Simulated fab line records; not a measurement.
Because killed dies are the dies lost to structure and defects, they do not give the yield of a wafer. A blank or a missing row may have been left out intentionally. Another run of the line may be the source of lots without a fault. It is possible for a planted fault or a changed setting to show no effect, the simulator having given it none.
The tool behind it: which one? :: flow gf180mcu :: 14 lots with 42 wafers sampled at 4 steps, on a route of 602 steps

== WHAT THE GAUGES SHOWED, per wafer ==
GF_PSD_TW_MEAS_11.
lot: L151
measured: day 14 09:29
on: filmMetro-04
PSD_TW: 3193 3205 3206

lot: L152
measured: day 14 19:04
on: filmMetro-03
PSD_TW: 3188 3197 3189

lot: L154
measured: day 15 12:10
on: filmMetro-03
PSD_TW: 3204 3222 3200

lot: L155
measured: day 16 01:08
on: filmMetro-03
PSD_TW: 3198 3204 3203

lot: L156
measured: day 16 03:23
on: filmMetro-02
PSD_TW: 3158 3163 3156

lot: L163
measured: day 18 18:58
on: filmMetro-03
PSD_TW: 3177 3199 3190

lot: L165
measured: day 19 17:28
on: filmMetro-03
PSD_TW: 3175 3179 3197

lot: L166
measured: day 20 01:22
on: filmMetro-02
PSD_TW: 3174 3168 3179

lot: L167
measured: day 20 14:59
on: filmMetro-02
PSD_TW: 3178 3182 3172

lot: L169
measured: day 21 00:25
on: filmMetro-03
PSD_TW: 3203 3185 3192

lot: L170
measured: day 21 09:26
on: filmMetro-03
PSD_TW: 3202 3199 3183

lot: L171
measured: day 21 18:05
on: filmMetro-02
PSD_TW: 3162 3163 3175

lot: L172
measured: day 22 02:04
on: filmMetro-02
PSD_TW: 3161 3151 3167

lot: L173
measured: day 22 11:46
on: filmMetro-02
PSD_TW: 3171 3180 3166

GF_CONTACT_BOW_MEAS_05.
lot: L151
measured: day 15 08:35
on: filmMetro-02
CONTACT_BOW (um): 80 70 71

lot: L152
measured: day 15 18:44
on: filmMetro-04
CONTACT_BOW (um): 72 70 68

lot: L154
measured: day 16 12:33
on: filmMetro-04
CONTACT_BOW (um): 65 68 66

lot: L155
measured: day 17 01:41
on: filmMetro-04
CONTACT_BOW (um): 69 70 61

lot: L156
measured: day 17 04:17
on: filmMetro-01
CONTACT_BOW (um): 52 70 67

lot: L163
measured: day 19 21:49
on: filmMetro-04
CONTACT_BOW (um): 77 66 58

lot: L165
measured: day 20 19:56
on: filmMetro-04
CONTACT_BOW (um): 66 60 64

lot: L166
measured: day 21 03:24
on: filmMetro-01
CONTACT_BOW (um): 76 62 70

lot: L167
measured: day 21 16:35
on: filmMetro-04
CONTACT_BOW (um): 68 69 67

lot: L169
measured: day 22 01:41
on: filmMetro-01
CONTACT_BOW (um): 53 66 62

lot: L170
measured: day 22 10:38
on: filmMetro-04
CONTACT_BOW (um): 73 70 73

lot: L171
measured: day 22 19:35
on: filmMetro-04
CONTACT_BOW (um): 67 62 72

lot: L172
measured: day 23 03:06
on: filmMetro-02
CONTACT_BOW (um): 62 65 62

lot: L173
measured: day 23 12:37
on: filmMetro-04
CONTACT_BOW (um): 65 70 58

== WHAT TOOL EACH LOT RAN ON (gives the tool, then ch and the chambers of the sampled wafers, and finally the start) ==
lot: L151
GF_SAB_ETCH_11: rieDiel-01 ch 0,2,3, day 15 07:10
GF_SALICIDE_RTA_08: rtpAnneal-02 ch 0, day 15 07:56

lot: L152
GF_SAB_ETCH_11: rieDiel-01 ch 1,2,3, day 15 17:19
GF_SALICIDE_RTA_08: rtpAnneal-01 ch 0, day 15 18:07

lot: L154
GF_SAB_ETCH_11: rieDiel-03 ch 1,2,3, day 16 11:07
GF_SALICIDE_RTA_08: rtpAnneal-01 ch 0, day 16 11:54

lot: L155
GF_SAB_ETCH_11: rieDiel-01 ch 0,1,3, day 17 00:16
GF_SALICIDE_RTA_08: rtpAnneal-01 ch 0, day 17 01:03

lot: L156
GF_SAB_ETCH_11: rieDiel-01 ch 1,2, day 17 02:46
GF_SALICIDE_RTA_08: rtpAnneal-01 ch 0, day 17 03:35

lot: L163
GF_SAB_ETCH_11: rieDiel-03 ch 0,2,3, day 19 20:22
GF_SALICIDE_RTA_08: rtpAnneal-02 ch 0, day 19 21:10

lot: L165
GF_SAB_ETCH_11: rieDiel-01 ch 0,1,3, day 20 18:31
GF_SALICIDE_RTA_08: rtpAnneal-01 ch 0, day 20 19:18

lot: L166
GF_SAB_ETCH_11: rieDiel-03 ch 0,1, day 21 02:00
GF_SALICIDE_RTA_08: rtpAnneal-02 ch 0, day 21 02:46

lot: L167
GF_SAB_ETCH_11: rieDiel-02 ch 1,2,3, day 21 15:09
GF_SALICIDE_RTA_08: rtpAnneal-01 ch 0, day 21 15:57

lot: L169
GF_SAB_ETCH_11: rieDiel-02 ch 0,1, day 22 00:16
GF_SALICIDE_RTA_08: rtpAnneal-01 ch 0, day 22 01:03

lot: L170
GF_SAB_ETCH_11: rieDiel-02 ch 1,3, day 22 09:12
GF_SALICIDE_RTA_08: rtpAnneal-02 ch 0, day 22 09:59

lot: L171
GF_SAB_ETCH_11: rieDiel-02 ch 1,2,3, day 22 18:07
GF_SALICIDE_RTA_08: rtpAnneal-01 ch 0, day 22 18:56

lot: L172
GF_SAB_ETCH_11: rieDiel-02 ch 1,2, day 23 01:40
GF_SALICIDE_RTA_08: rtpAnneal-01 ch 0, day 23 02:28

lot: L173
GF_SAB_ETCH_11: rieDiel-02 ch 0,2,3, day 23 11:10
GF_SALICIDE_RTA_08: rtpAnneal-02 ch 0, day 23 11:56
- GF_SAB_ETCH_11: etches SiO2 in C4F8/O2/Ar, target depth 55 nm, time 8.5 s.
- GF_SALICIDE_RTA_08: time 30 s.

== AS READ BY THE TOOLS THEMSELVES (means over the sampled wafers that have a number; for cases with no such wafer, the mark the record gives instead) ==
GF_SAB_ETCH_11.
lot: L151
tool: rieDiel-01
biasW (W): 1197
oesProductAu (a.u.): 0.996

lot: L152
tool: rieDiel-01
biasW (W): 1199
oesProductAu (a.u.): 1.004

lot: L154
tool: rieDiel-03
biasW (W): 1198
oesProductAu (a.u.): 1.001

lot: L155
tool: rieDiel-01
biasW (W): 1216
oesProductAu (a.u.): 1.007

lot: L156
tool: rieDiel-01
biasW (W): 1218
oesProductAu (a.u.): 1.007

lot: L163
tool: rieDiel-03
biasW (W): 1199
oesProductAu (a.u.): 1.009

lot: L165
tool: rieDiel-01
biasW (W): 1198
oesProductAu (a.u.): 1.004

lot: L166
tool: rieDiel-03
biasW (W): 1198
oesProductAu (a.u.): 1.012

lot: L167
tool: rieDiel-02
biasW (W): 1202
oesProductAu (a.u.): 1.002

lot: L169
tool: rieDiel-02
biasW (W): 1199
oesProductAu (a.u.): 1.010

lot: L170
tool: rieDiel-02
biasW (W): 1198
oesProductAu (a.u.): 0.994

lot: L171
tool: rieDiel-02
biasW (W): 1198
oesProductAu (a.u.): 1.006

lot: L172
tool: rieDiel-02
biasW (W): 1200
oesProductAu (a.u.): 1.011

lot: L173
tool: rieDiel-02
biasW (W): 1198
oesProductAu (a.u.): 1.002

GF_SALICIDE_RTA_08.
lot: L151
tool: rtpAnneal-02
lampPowerPct (%): 16.2
wafer_temp_C_max: 802.1

lot: L152
tool: rtpAnneal-01
lampPowerPct (%): 13.7
wafer_temp_C_max: 803.9

lot: L154
tool: rtpAnneal-01
lampPowerPct (%): 13.7
wafer_temp_C_max: 804.2

lot: L155
tool: rtpAnneal-01
lampPowerPct (%): 13.7
wafer_temp_C_max: 803.7

lot: L156
tool: rtpAnneal-01
lampPowerPct (%): 13.7
wafer_temp_C_max: 803.0

lot: L163
tool: rtpAnneal-02
lampPowerPct (%): 16.2
wafer_temp_C_max: 803.1

lot: L165
tool: rtpAnneal-01
lampPowerPct (%): 13.7
wafer_temp_C_max: 804.6

lot: L166
tool: rtpAnneal-02
lampPowerPct (%): 16.2
wafer_temp_C_max: 802.5

lot: L167
tool: rtpAnneal-01
lampPowerPct (%): 13.7
wafer_temp_C_max: 805.1

lot: L169
tool: rtpAnneal-01
lampPowerPct (%): 13.7
wafer_temp_C_max: 803.2

lot: L170
tool: rtpAnneal-02
lampPowerPct (%): 16.2
wafer_temp_C_max: 802.4

lot: L171
tool: rtpAnneal-01
lampPowerPct (%): 13.7
wafer_temp_C_max: 803.9

lot: L172
tool: rtpAnneal-01
lampPowerPct (%): 13.7
wafer_temp_C_max: 804.5

lot: L173
tool: rtpAnneal-02
lampPowerPct (%): 16.2
wafer_temp_C_max: 802.1

== THE ANSWER, worked out from the rows above alone ==
Rule: the usual values come from the lots themselves. The widest of any qualifying gaps counts: lots, ordered by their means at a reading, are off when they make up no more than a third of the lots, leave a main group of 4 or more, and stand apart from it by 3 or more times the standard deviation of that group's means. A main group whose means are all the same, to the digits that the tables above print for the reading, isn't used. Also off: a lot with no number at a reading for which 4 or more lots have one. All remaining lots with rows at the step are treated as sound. Order of review: gauges by route order, followed by the tools' own readings, for which a lot's mean as printed above is used. At the first step where some lot is off, the reading lying furthest off is the one used; lots without a number count as furthest.
Off: L155, L156 (GF_SAB_ETCH_11, biasW). Mean 1199 W and standard deviation 1.2 in the main group.
If a tool, at that step or one of the process steps before it, ran each lot that is off and ran no sound lot following the first of them, it fits. None of those tried fits.

== WHAT THE SIMULATOR HAD PUT IN ==
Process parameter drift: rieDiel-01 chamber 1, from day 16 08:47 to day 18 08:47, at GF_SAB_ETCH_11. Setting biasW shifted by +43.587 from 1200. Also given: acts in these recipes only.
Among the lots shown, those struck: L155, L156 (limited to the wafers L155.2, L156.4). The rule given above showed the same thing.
